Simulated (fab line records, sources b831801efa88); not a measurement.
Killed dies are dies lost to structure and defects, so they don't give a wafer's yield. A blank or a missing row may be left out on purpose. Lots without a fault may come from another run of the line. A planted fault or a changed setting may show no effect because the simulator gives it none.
Chamber matching | flow sfq_line | SFQ_TRILAYER_I0_CMP_CMP_028 on cmp-02: 4 sister chambers
The step polishes SiO2. 16 wafers are shown with their chamber, then 8 later ones without.

WAFERS WITH THEIR CHAMBER
wafer  | chamber | motor_current_A (A) | time_to_endpoint_s (s)
L882.1 | 0       | 11.0                | 204
L882.2 | 2       | 10.3                | 216
L882.5 | 3       | 10.9                | 213
L886.2 | 0       | 10.1                | 209
L886.4 | 2       | 10.3                | 209
L886.5 | 0       | 10.5                | 207
L888.2 | 3       | 10.7                | 212
L888.1 | 2       | 10.1                | 205
L888.4 | 1       | 9.8                 | 205
L889.2 | 3       | 11.2                | 211
L889.4 | 2       | 10.0                | 211
L889.5 | 1       | 9.6                 | 208
L890.4 | 1       | 9.2                 | 203
L890.5 | 2       | 9.4                 | 197
L890.6 | 1       | 9.5                 | 204
L895.3 | 3       | 11.2                | 191

SIGNATURES (means of the wafers above)
reading            | chamber 0 | chamber 1 | chamber 2 | chamber 3 | scatter within a chamber
motor_current_A    | 10.533    | 9.525     | 10.020    | 11.000    | 0.332
time_to_endpoint_s | 206.67    | 205.00    | 207.60    | 206.75    | 6.85
Rule: a wafer's distance from a chamber is the root of the sum, over the readings, of the square of ((its reading less the chamber's mean) divided by the reading's scatter). The wafer belongs to the nearest chamber; if the next one is less than 2 further off, it can't be placed. The scatter: the root of (the sum of the squares of (reading less its chamber's mean) over the shown wafers, divided by (wafers less chambers)).

WAFERS WITHOUT THEIR CHAMBER
wafer  | motor_current_A (A) | time_to_endpoint_s (s)
L895.2 | 9.5                 | 200
L895.5 | 10.6                | 209
L896.1 | 11.0                | 194
L896.3 | 10.6                | 187
L896.5 | 10.4                | 204
L903.1 | 10.7                | 215
L903.2 | 10.5                | 203
L903.6 | 10.0                | 217

WHICH CHAMBER EACH WENT THROUGH
wafer  | from the rows above               | in truth
L895.2 | can't be placed: 1 or 2           | 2
L895.5 | can't be placed: 0 or 3 or 2      | 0
L896.1 | can't be placed: 3 or 0 or 2      | 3
L896.3 | can't be placed: 0 or 3 or 2 or 1 | 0
L896.5 | can't be placed: 0 or 2 or 3      | 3
L903.1 | can't be placed: 0 or 3 or 2      | 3
L903.2 | can't be placed: 0 or 2 or 3      | 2
L903.6 | can't be placed: 2 or 0 or 1 or 3 | 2
Placed correctly: 0 of 8. Can't be placed from these rows: 8 (the true chamber is among the candidates in 8). Placed wrongly: 0.
